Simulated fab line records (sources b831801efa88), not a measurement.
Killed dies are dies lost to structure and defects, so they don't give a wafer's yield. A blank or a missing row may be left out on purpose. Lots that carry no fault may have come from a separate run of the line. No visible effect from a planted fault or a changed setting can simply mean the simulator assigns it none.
The tool behind it: which one? | flow sfq_line | 14 lots, 42 wafers sampled, at 4 steps of a route of 325

WHAT THE GAUGES SHOWED, per wafer
SFQ_M3_OVL_MEAS_921. Usual: M3_OVL gives -1 nm (standard deviation 4.7).
lot  | measured     | on         | M3_OVL (nm) | flag
L594 | day 36 21:36 | overlay-02 | 7 2 -6      |
L599 | day 44 17:11 | overlay-02 | - - -       | OFF
L600 | day 45 01:35 | overlay-01 | - - -       | OFF
L601 | day 45 07:35 | overlay-01 | 4 3 10      |
L606 | day 46 02:47 | overlay-01 | 5 6 8       |
L607 | day 46 04:36 | overlay-02 | 0 -4 1      |
L608 | day 46 06:23 | overlay-02 | 0 0 -2      |
L609 | day 46 10:35 | overlay-01 | 0 0 -5      |
L610 | day 46 12:23 | overlay-01 | -1 3 0      |
L611 | day 46 17:47 | overlay-01 | 1 -3 -2     |
L612 | day 51 11:25 | overlay-01 | -9 2 -7     |
L613 | day 51 22:02 | overlay-02 | -6 -12 -10  |
L614 | day 52 05:13 | overlay-01 | -3 1 -7     |
L617 | day 52 18:59 | overlay-01 | -6 -5 -1    |

WHICH TOOL RAN EACH LOT (tool, then ch and the chambers of the sampled wafers, then the start)
lot  | SFQ_TRILAYER_L0_BARC_OPEN_METAL_ETCH_010 | SFQ_TRILAYER_M0_STRIP_STRIP_025   | SFQ_TRILAYER_M1_LITHO_EXPOSE_040
L594 | rie_metal-04 ch 0,1, day 4 11:31         | rie_metal-04 ch 0,1, day 11 18:29 | krf_scanner-02 ch 0, day 22 07:16
L599 | rie_metal-03 ch 0,1, day 6 05:12         | rie_metal-04 ch 1, day 13 23:59   | krf_scanner-02, day 25 03:55
L600 | rie_metal-02 ch 0,1, day 6 11:20         | rie_metal-01 ch 0,1, day 14 05:49 | krf_scanner-02, day 26 09:55
L601 | rie_metal-03 ch 0,1, day 6 13:44         | rie_metal-04 ch 0,1, day 14 11:49 | krf_scanner-02 ch 0, day 26 13:31
L606 | rie_metal-02 ch 0,1, day 7 11:20         | rie_metal-02 ch 0,1, day 15 20:58 | krf_scanner-02 ch 0, day 28 07:11
L607 | rie_metal-04 ch 0,1, day 7 17:20         | rie_metal-02 ch 0,1, day 16 05:22 | krf_scanner-02 ch 0, day 28 18:59
L608 | rie_metal-04 ch 0,1, day 7 22:08         | rie_metal-04 ch 0,1, day 16 08:58 | krf_scanner-02 ch 0, day 28 21:23
L609 | rie_metal-04 ch 0,1, day 8 04:08         | rie_metal-04 ch 0,1, day 16 15:05 | krf_scanner-02 ch 0, day 29 01:11
L610 | rie_metal-02 ch 0,1, day 8 13:27         | rie_metal-04 ch 0,1, day 17 03:05 | krf_scanner-02 ch 0, day 29 05:47
L611 | rie_metal-02 ch 0,1, day 8 19:27         | rie_metal-02 ch 0,1, day 17 04:17 | krf_scanner-01 ch 0, day 29 21:45
L612 | rie_metal-03 ch 0,1, day 9 03:51         | rie_metal-01 ch 0,1, day 17 12:41 | krf_scanner-01 ch 0, day 30 17:28
L613 | rie_metal-02 ch 0,1, day 9 07:28         | rie_metal-02 ch 1, day 17 17:59   | krf_scanner-01 ch 0, day 30 22:28
L614 | rie_metal-02 ch 0,1, day 9 08:40         | rie_metal-04 ch 0,1, day 17 18:49 | krf_scanner-01 ch 0, day 31 01:52
L617 | rie_metal-04 ch 0,1, day 9 12:16         | rie_metal-04 ch 0,1, day 17 23:37 | krf_scanner-01 ch 0, day 31 11:28
- SFQ_TRILAYER_L0_BARC_OPEN_METAL_ETCH_010: etches BARC in O2, target depth 125 nm, time 41.7 s.
- SFQ_TRILAYER_M0_STRIP_STRIP_025: strips in O2.
- SFQ_TRILAYER_M1_LITHO_EXPOSE_040: exposes mask M1, target cd 500 nm.

AS READ BY THE TOOLS THEMSELVES (means over the sampled wafers that have a number; for cases with no such wafer, the mark the record gives instead)
SFQ_TRILAYER_L0_BARC_OPEN_METAL_ETCH_010. Usual: drypump_motor_current_A 5.7 A, standard deviation 0.43; he_backside_leak_sccm 3.50 sccm, standard deviation 0.18; oes_product_au 0.687 a.u., standard deviation 0.0044.
lot  | tool         | drypump_motor_current_A (A) | he_backside_leak_sccm (sccm) | oes_product_au (a.u.) | flag
L594 | rie_metal-04 | 5.9                         | 3.64                         | 0.689                 |
L599 | rie_metal-03 | 6.1                         | 3.52                         | 0.689                 |
L600 | rie_metal-02 | 5.3                         | 3.50                         | 0.691                 |
L601 | rie_metal-03 | 6.1                         | 3.61                         | 0.685                 |
L606 | rie_metal-02 | 5.3                         | 3.54                         | 0.688                 |
L607 | rie_metal-04 | 5.9                         | 3.42                         | 0.686                 |
L608 | rie_metal-04 | 5.9                         | 3.34                         | 0.689                 |
L609 | rie_metal-04 | 5.9                         | 3.15                         | 0.689                 |
L610 | rie_metal-02 | 5.3                         | 3.56                         | 0.685                 |
L611 | rie_metal-02 | 5.3                         | 3.45                         | 0.688                 |
L612 | rie_metal-03 | 6.3                         | 3.72                         | 0.689                 |
L613 | rie_metal-02 | 5.3                         | 3.52                         | 0.681                 |
L614 | rie_metal-02 | 5.2                         | 3.56                         | 0.684                 |
L617 | rie_metal-04 | 5.9                         | 3.44                         | 0.686                 |

SFQ_TRILAYER_M0_STRIP_STRIP_025. Usual: drypump_motor_current_A 5.7 A, standard deviation 0.34; he_backside_leak_sccm 3.51 sccm, standard deviation 0.3; oes_product_au 0.995 a.u., standard deviation 0.0077.
lot  | tool         | drypump_motor_current_A (A) | he_backside_leak_sccm (sccm) | oes_product_au (a.u.) | flag
L594 | rie_metal-04 | 5.9                         | 3.52                         | 0.988                 |
L599 | rie_metal-04 | 6.0                         | 3.40                         | 0.995                 |
L600 | rie_metal-01 | 6.1                         | 3.44                         | 0.997                 |
L601 | rie_metal-04 | 5.9                         | 3.59                         | 1.005                 |
L606 | rie_metal-02 | 5.2                         | 3.60                         | 0.996                 |
L607 | rie_metal-02 | 5.3                         | 3.59                         | 0.993                 |
L608 | rie_metal-04 | 5.9                         | 3.41                         | 0.991                 |
L609 | rie_metal-04 | 5.9                         | 3.51                         | 1.000                 |
L610 | rie_metal-04 | 5.9                         | 3.39                         | 0.999                 |
L611 | rie_metal-02 | 5.2                         | 3.57                         | 0.999                 |
L612 | rie_metal-01 | 6.1                         | 3.41                         | 1.009                 |
L613 | rie_metal-02 | 5.4                         | 3.66                         | 0.982                 |
L614 | rie_metal-04 | 5.9                         | 3.45                         | 0.999                 |
L617 | rie_metal-04 | 5.9                         | 3.43                         | 0.999                 |

SFQ_TRILAYER_M1_LITHO_EXPOSE_040. Usual: exposure_dose_mJ_cm2 14.403, standard deviation 0.015; focus_offset_nm 0.0 nm, standard deviation 0.51; reticle_temp_C 23.01 C, standard deviation 0.096; stage_vel_mm_s 500.07 mm/s, standard deviation 0.26.
lot  | tool           | exposure_dose_mJ_cm2 | focus_offset_nm (nm) | reticle_temp_C (C) | stage_vel_mm_s (mm/s) | flag
L594 | krf_scanner-02 | 14.383               | -0.3                 | 22.88              | 499.86                |
L599 | krf_scanner-02 | -                    | -                    | -                  | -                     | OFF
L600 | krf_scanner-02 | -                    | -                    | -                  | -                     | OFF
L601 | krf_scanner-02 | 14.391               | -0.2                 | 23.06              | 500.46                |
L606 | krf_scanner-02 | 14.401               | 0.8                  | 23.07              | 500.20                |
L607 | krf_scanner-02 | 14.408               | 0.3                  | 23.12              | 500.22                |
L608 | krf_scanner-02 | 14.409               | 0.9                  | 23.01              | 500.10                |
L609 | krf_scanner-02 | 14.383               | 0.0                  | 23.06              | 500.13                |
L610 | krf_scanner-02 | 14.421               | -0.1                 | 23.04              | 499.98                |
L611 | krf_scanner-01 | 14.422               | -0.2                 | 22.98              | 500.35                |
L612 | krf_scanner-01 | 14.404               | -0.1                 | 23.10              | 499.97                |
L613 | krf_scanner-01 | 14.392               | 0.0                  | 23.03              | 500.32                |
L614 | krf_scanner-01 | 14.398               | -0.3                 | 22.88              | 500.05                |
L617 | krf_scanner-01 | 14.414               | -0.3                 | 23.00              | 500.14                |

THE ANSWER, worked out from the rows above alone
Rule: take the mean of a lot's wafers that have a number; if it is more than 3 standard deviations from the usual mean, the lot is off. A lot without any number at a reading at which 4 lots or more have one is off too. The other lots that the step has rows for count as sound. After the gauges, taken in route order, come the tools' own readings; for these a lot's mean is taken, as printed above. At the first step where some lot is off, the reading lying furthest off is the one used; lots without a number count as furthest.
Off: L599, L600, at SFQ_M3_OVL_MEAS_921 (M3_OVL). Without a number there: L599, L600.
If a tool, at a process step before that reading, ran all the lots that are off and no sound lot after the first of them, it fits. The gauges at SFQ_M3_OVL_MEAS_921 aren't tried: what is off there is off at SFQ_TRILAYER_M1_LITHO_EXPOSE_040 too, on other tools, and a gauge's error can't cause that. None of those tried fits.

WHAT THE SIMULATOR HAD PUT IN
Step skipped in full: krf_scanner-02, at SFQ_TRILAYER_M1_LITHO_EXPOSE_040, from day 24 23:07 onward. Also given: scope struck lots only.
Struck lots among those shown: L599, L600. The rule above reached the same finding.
